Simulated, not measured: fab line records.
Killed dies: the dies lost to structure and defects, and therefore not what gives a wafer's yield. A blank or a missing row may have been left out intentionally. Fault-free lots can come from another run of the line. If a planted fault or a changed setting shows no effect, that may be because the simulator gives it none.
Which tool was responsible?	flow gf180mcu	15 lots, 45 wafers sampled, at 7 steps of a route of 602

== WHAT THE GAUGES READ, wafer by wafer ==
GF_POLY_GATE_CD_MEAS_18.
lot	measured	on	cd nm (nm)
L872	day 10 03:43	cd sem-02	278.8 282.8 280.9
L873	day 10 10:28	cd sem-01	282.6 282.1 282.9
L874	day 11 07:32	cd sem-02	282.3 281.6 281.5
L875	day 11 07:40	cd sem-02	278.6 281.1 278.0
L876	day 11 07:26	cd sem-01	279.5 282.3 279.8
L877	day 11 15:45	cd sem-02	278.6 275.9 278.4
L879	day 12 03:29	cd sem-02	- - -
L880	day 12 15:43	cd sem-01	- - -
L881	day 12 18:05	cd sem-02	- - -
L882	day 13 09:39	cd sem-01	277.4 281.3 277.6
L886	day 14 17:34	cd sem-02	280.3 279.3 281.6
L889	day 15 05:57	cd sem-02	280.5 279.5 278.3
L888	day 15 04:50	cd sem-02	278.0 278.5 277.0
L890	day 15 21:05	cd sem-02	280.5 278.9 275.6
L892	day 16 09:16	cd sem-02	282.3 280.6 282.8

GF_HV_LDD_OVL_MEAS_32.
lot	measured	on	HV_LDD_02_OVL (nm)
L872	day 12 10:52	overlay-01	1.2 1.0 -0.4
L873	day 12 18:35	overlay-01	-0.6 -1.4 -1.7
L874	day 13 18:31	overlay-01	1.2 2.0 -0.2
L875	day 13 18:50	overlay-01	-1.4 -2.9 -0.8
L876	day 13 18:11	overlay-01	-0.7 -1.2 0.2
L877	day 14 03:16	overlay-02	2.2 2.2 0.9
L882	day 16 00:52	overlay-02	-1.2 0.9 -0.7
L886	day 17 11:46	overlay-01	1.1 0.7 0.9
L889	day 18 01:42	overlay-01	-1.5 -0.9 -0.5
L888	day 18 01:31	overlay-02	0.8 0.0 -0.6
L890	day 18 18:46	overlay-02	-0.4 -0.7 -1.8
L892	day 19 06:52	overlay-02	-0.8 -1.1 -1.4

== TOOL THAT RAN EACH LOT (tool first, then ch and the chambers of the sampled wafers, then the start) ==
lot	GF_VT_IMPLANT_STRIP_20	GF_POLY_GATE_ETCH_12	GF_POLY_GATE_ETCH_13	GF_POLY_GATE_STRIP_14	GF_HV_LDD_STRIP_22
L872	plasma asher-01 ch 0,1, day 7 03:01	rie diel-02 ch 0,1, day 10 01:47	rie si-01 ch 0,1,3, day 10 01:50	plasma asher-02 ch 0,1, day 10 01:53	plasma asher-03 ch 1, day 11 16:37
L873	plasma asher-03 ch 0,1, day 7 06:56	rie diel-03 ch 2,3, day 10 07:57	rie si-01 ch 1,2,3, day 10 08:00	plasma asher-04 ch 0,1, day 10 08:04	plasma asher-03 ch 0,1, day 11 23:45
L874	plasma asher-04 ch 0,1, day 7 21:25	rie diel-02 ch 0,3, day 11 05:11	rie si-02 ch 0,2,3, day 11 05:16	plasma asher-02 ch 0,1, day 11 05:19	plasma asher-01 ch 0,1, day 12 22:35
L875	plasma asher-04 ch 0,1, day 7 21:56	rie diel-02 ch 0,1,3, day 11 05:40	rie si-02 ch 0,3, day 11 05:43	plasma asher-04 ch 0,1, day 11 05:49	plasma asher-02 ch 0,1, day 12 22:47
L876	plasma asher-01 ch 0,1, day 7 22:30	rie diel-04 ch 0,2,3, day 11 05:22	rie si-01 ch 0,2, day 11 05:25	plasma asher-03 ch 0,1, day 11 05:28	plasma asher-01 ch 0,1, day 12 21:58
L877	plasma asher-04 ch 0,1, day 8 12:18	rie diel-04 ch 1,2, day 11 14:10	rie si-01 ch 1,2, day 11 14:13	plasma asher-02 ch 0,1, day 11 14:17	plasma asher-03 ch 0,1, day 13 06:50
L879	plasma asher-03 ch 0,1, day 8 17:44	rie diel-04 ch 2,3, day 12 01:15	rie si-01 ch 0,1,2, day 12 01:18	plasma asher-02 ch 0,1, day 12 01:22	-
L880	plasma asher-03 ch 0,1, day 9 07:52	rie diel-04 ch 1,2,3, day 12 14:07	rie si-01 ch 0,2,3, day 12 14:10	plasma asher-03 ch 0,1, day 12 14:14	-
L881	plasma asher-03 ch 0,1, day 9 08:24	rie diel-02 ch 0,3, day 12 15:05	rie si-02 ch 0,1,3, day 12 15:08	plasma asher-02 ch 0,1, day 12 15:11	-
L882	plasma asher-03 ch 0,1, day 9 21:02	rie diel-02 ch 2,3, day 13 07:00	rie si-02 ch 0,1,2, day 13 07:03	plasma asher-02 ch 0,1, day 13 07:07	plasma asher-02 ch 0,1, day 15 02:47
L886	plasma asher-03 ch 0,1, day 11 04:07	rie diel-04 ch 0,2,3, day 14 16:00	rie si-02 ch 0,1,2, day 14 16:03	plasma asher-04 ch 0,1, day 14 16:07	plasma asher-02 ch 0,1, day 16 12:38
L889	plasma asher-01 ch 0,1, day 11 11:44	rie diel-04 ch 0,1, day 15 03:36	rie si-01 ch 0,2,3, day 15 03:39	plasma asher-03 ch 0,1, day 15 03:44	plasma asher-01 ch 0,1, day 17 03:08
L888	plasma asher-01 ch 0,1, day 11 12:36	rie diel-03 ch 1,2,3, day 15 03:04	rie si-02 ch 0,2,3, day 15 03:07	plasma asher-04 ch 0,1, day 15 03:11	plasma asher-03 ch 0,1, day 17 02:03
L890	plasma asher-03 ch 0,1, day 12 03:20	rie diel-02 ch 0,2,3, day 15 18:37	rie si-02 ch 0,1,2, day 15 18:40	plasma asher-03 ch 0,1, day 15 18:44	plasma asher-01 ch 0,1, day 17 18:24
L892	plasma asher-03 ch 0,1, day 12 09:52	rie diel-03 ch 0,3, day 16 07:14	rie si-01 ch 1,2, day 16 07:17	plasma asher-03 ch 0,1, day 16 07:20	plasma asher-01 ch 0,1, day 18 07:17
- GF_VT_IMPLANT_STRIP_20: strips in O2/N2.
- GF_POLY_GATE_ETCH_12: etches BARC in N2/H2.
- GF_POLY_GATE_ETCH_13: etches poly-Si in HBr/Cl2, stops on SiO2, target depth 198.5 nm, time 69.6 s.
- GF_POLY_GATE_STRIP_14: strips in O2/N2.
- GF_HV_LDD_STRIP_22: strips in O2/N2.

== AS READ BY THE TOOLS THEMSELVES (means over the sampled wafers that have a number; for cases with no such wafer, the mark the record gives instead) ==
GF_VT_IMPLANT_STRIP_20.
lot	tool	drypump motor current A (A)	heater power w (W)	oes product au (a.u.)	platen temp c (C)	strip time to endpoint s (s)
L872	plasma asher-01	5.47	320	0.720	249.92	12.62
L873	plasma asher-03	5.64	341	0.718	249.96	12.58
L874	plasma asher-04	5.40	330	0.714	250.05	12.61
L875	plasma asher-04	5.44	327	0.718	250.19	12.62
L876	plasma asher-01	5.48	320	0.716	249.98	12.63
L877	plasma asher-04	5.43	329	0.715	249.97	12.68
L879	plasma asher-03	5.77	359	0.716	249.99	12.66
L880	plasma asher-03	5.64	347	0.717	250.04	12.71
L881	plasma asher-03	5.62	344	0.716	250.04	12.59
L882	plasma asher-03	5.63	341	0.714	250.10	12.62
L886	plasma asher-03	5.63	345	0.720	249.78	12.60
L889	plasma asher-01	5.70	323	0.715	250.10	12.58
L888	plasma asher-01	5.69	324	0.714	250.11	12.61
L890	plasma asher-03	5.64	339	0.719	249.95	12.65
L892	plasma asher-03	5.64	340	0.718	249.85	12.64

GF_POLY_GATE_ETCH_12.
lot	tool	bias w (W)	chamber pressure mTorr (mTorr)	drypump motor current A (A)	oes product au (a.u.)	throttle valve pct (%)
L872	rie diel-02	100.02	30.032	5.3	0.734	13.206
L873	rie diel-03	99.98	29.993	5.8	0.736	13.210
L874	rie diel-02	99.93	30.008	5.2	0.736	13.213
L875	rie diel-02	100.11	29.985	5.5	0.734	13.209
L876	rie diel-04	100.06	30.003	5.6	0.738	13.216
L877	rie diel-04	99.82	30.005	6.0	0.739	13.210
L879	rie diel-04	-	-	-	-	-
L880	rie diel-04	-	-	-	-	-
L881	rie diel-02	-	-	-	-	-
L882	rie diel-02	99.95	30.009	5.2	0.733	13.214
L886	rie diel-04	100.05	30.012	5.6	0.735	13.222
L889	rie diel-04	99.86	29.969	5.8	0.734	13.210
L888	rie diel-03	100.22	30.000	5.9	0.738	13.221
L890	rie diel-02	100.01	30.002	5.1	0.736	13.217
L892	rie diel-03	99.85	30.006	6.2	0.737	13.216

GF_POLY_GATE_ETCH_13.
lot	tool	HBr_flow_sccm (sccm)	bias w (W)	drypump motor current A (A)	oes product au (a.u.)	throttle valve pct (%)
L872	rie si-01	149.8	100.2	5.3	0.982	33.683
L873	rie si-01	150.2	100.1	5.8	0.986	33.679
L874	rie si-02	150.0	100.1	5.9	0.989	33.685
L875	rie si-02	149.9	100.1	6.0	0.994	33.691
L876	rie si-01	149.9	100.0	6.1	0.993	33.681
L877	rie si-01	149.5	99.8	6.1	0.991	33.689
L879	rie si-01	149.9	99.9	5.7	0.271	33.683
L880	rie si-01	150.8	99.7	5.8	0.274	33.686
L881	rie si-02	150.1	100.0	5.7	0.270	33.686
L882	rie si-02	149.8	100.3	5.5	1.005	33.690
L886	rie si-02	150.1	100.0	5.5	1.003	33.682
L889	rie si-01	149.6	100.0	5.8	0.978	33.688
L888	rie si-02	150.0	99.9	6.0	1.003	33.680
L890	rie si-02	150.1	100.2	5.5	0.996	33.684
L892	rie si-01	150.0	100.0	6.2	0.995	33.687

GF_POLY_GATE_STRIP_14.
lot	tool	drypump motor current A (A)	heater power w (W)	oes product au (a.u.)	platen temp c (C)
L872	plasma asher-02	5.6	348	0.500	249.93
L873	plasma asher-04	5.4	334	0.504	249.85
L874	plasma asher-02	5.7	349	0.502	250.07
L875	plasma asher-04	5.4	321	0.500	249.76
L876	plasma asher-03	5.6	341	0.508	249.87
L877	plasma asher-02	5.4	339	0.502	250.14
L879	plasma asher-02	5.7	347	0.527	249.92
L880	plasma asher-03	5.8	357	0.526	250.08
L881	plasma asher-02	5.4	342	0.523	249.90
L882	plasma asher-02	5.6	348	0.503	250.04
L886	plasma asher-04	5.4	332	0.507	250.03
L889	plasma asher-03	5.8	354	0.502	249.87
L888	plasma asher-04	5.4	325	0.506	250.05
L890	plasma asher-03	5.6	342	0.508	249.93
L892	plasma asher-03	5.8	356	0.506	249.98

GF_HV_LDD_STRIP_22.
lot	tool	drypump motor current A (A)	heater power w (W)	oes product au (a.u.)	platen temp c (C)	strip time to endpoint s (s)
L872	plasma asher-03	5.9	373	0.716	249.87	12.61
L873	plasma asher-03	5.6	345	0.709	250.12	12.62
L874	plasma asher-01	5.4	324	0.718	250.04	12.63
L875	plasma asher-02	5.4	345	0.718	250.14	12.56
L876	plasma asher-01	5.5	316	0.721	249.96	12.63
L877	plasma asher-03	5.8	362	0.718	249.99	12.62
L882	plasma asher-02	5.7	352	0.712	250.00	12.66
L886	plasma asher-02	5.6	346	0.714	249.98	12.61
L889	plasma asher-01	5.5	320	0.714	249.80	12.64
L888	plasma asher-03	5.8	360	0.713	250.23	12.64
L890	plasma asher-01	5.5	321	0.716	249.84	12.66
L892	plasma asher-01	5.7	322	0.717	249.96	12.62

== THE ANSWER, worked out from the rows above alone ==
Rule: usual is defined by the lots themselves. Put in order of their means at a reading, lots are off if they are a third of the lots or fewer, leave a main group of 4 or more, and stand apart from it by a gap of 3 or more times the standard deviation of the main group's means; of several such gaps the widest counts. A main group is skipped when, at the precision printed for the reading in the tables above, its means are all equal. Also off: a lot with no number at a reading for which 4 or more lots have one. All remaining lots with rows at the step are treated as sound. Order of review: gauges by route order, followed by the tools' own readings, for which a lot's mean as printed above is used. At the first step where some lot is off, the reading lying furthest off is the one used; lots without a number count as furthest.
Off at GF_POLY_GATE_CD_MEAS_18 (cd nm): L879, L880, L881. Without a number there: L879, L880, L881. The main group has a mean of 279.9 nm with a standard deviation of 1.6.
A tool fits if, at a process step before that reading, it ran every lot that is off, and no sound lot after the first of them. The gauges at GF_POLY_GATE_CD_MEAS_18 aren't tried: what is off there is off at GF_POLY_GATE_ETCH_12 too, on other tools, and a gauge's error can't cause that. Not one of the candidates tried fits.

== WHAT HAD BEEN PUT IN BY THE SIMULATOR ==
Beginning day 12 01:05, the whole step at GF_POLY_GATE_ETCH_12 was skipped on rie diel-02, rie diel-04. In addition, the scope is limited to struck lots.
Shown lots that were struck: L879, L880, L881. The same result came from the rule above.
